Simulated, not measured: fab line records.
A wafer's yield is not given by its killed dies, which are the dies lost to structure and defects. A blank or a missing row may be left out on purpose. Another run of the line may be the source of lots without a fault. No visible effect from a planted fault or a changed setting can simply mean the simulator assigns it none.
Chamber matching + flow gf180mcu + 4 sister chambers for GF_V5_CMP_04 on cmp-01
The step polishes SiO2. 8 wafers are shown with their chamber, then 7 later ones without.

## WAFERS, EACH WITH ITS CHAMBER
| wafer  | chamber | motor_current_A (A) | edge_zone_pressure_frac |
|--------|---------|---------------------|-------------------------|
| L946.1 | 1       | 12.2                | 1.007                   |
| L945.1 | 1       | 12.4                | 0.999                   |
| L945.4 | 2       | 11.5                | 1.001                   |
| L952.1 | 0       | 10.9                | 1.008                   |
| L952.2 | 2       | 11.0                | 0.997                   |
| L952.3 | 3       | 12.5                | 0.995                   |
| L955.1 | 0       | 10.0                | 1.006                   |
| L955.5 | 3       | 12.8                | 0.992                   |

## WAFERS WITH NO CHAMBER GIVEN
| wafer  | motor_current_A (A) | edge_zone_pressure_frac |
|--------|---------------------|-------------------------|
| L955.6 | 10.4                | 1.002                   |
| L959.1 | 11.1                | 0.995                   |
| L959.4 | 11.3                | 1.001                   |
| L959.6 | 10.8                | 1.003                   |
| L961.1 | 12.4                | 0.999                   |
| L961.4 | 11.4                | 1.003                   |
| L961.6 | 12.5                | 1.003                   |

## EACH ONE'S CHAMBER
| wafer  | from the rows above          | in truth                   |
|--------|------------------------------|----------------------------|
| L955.6 | can't be placed: 0 or 2      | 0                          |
| L959.1 | 2                            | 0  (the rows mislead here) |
| L959.4 | 2                            | 2                          |
| L959.6 | can't be placed: 0 or 2      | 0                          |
| L961.1 | can't be placed: 1 or 3 or 2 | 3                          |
| L961.4 | can't be placed: 2 or 1 or 0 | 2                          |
| L961.6 | 1                            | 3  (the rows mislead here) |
Placed correctly: 1 of 7. These rows do not allow placing 4 (true chamber among the candidates in 4). Number placed wrongly: 2.
How it was worked out, from the rows above alone: a wafer's distance from a chamber is the root of the sum, over the readings, of the square of ((its reading less the chamber's mean) divided by the reading's scatter). The wafer belongs to the nearest chamber; if the next one is less than 2 further off, it can't be placed. A chamber's mean is the mean of its shown wafers. The scatter is the square root of a quotient: the sum, over the shown wafers, of each reading's squared deviation from its chamber's mean, divided by wafers minus chambers.
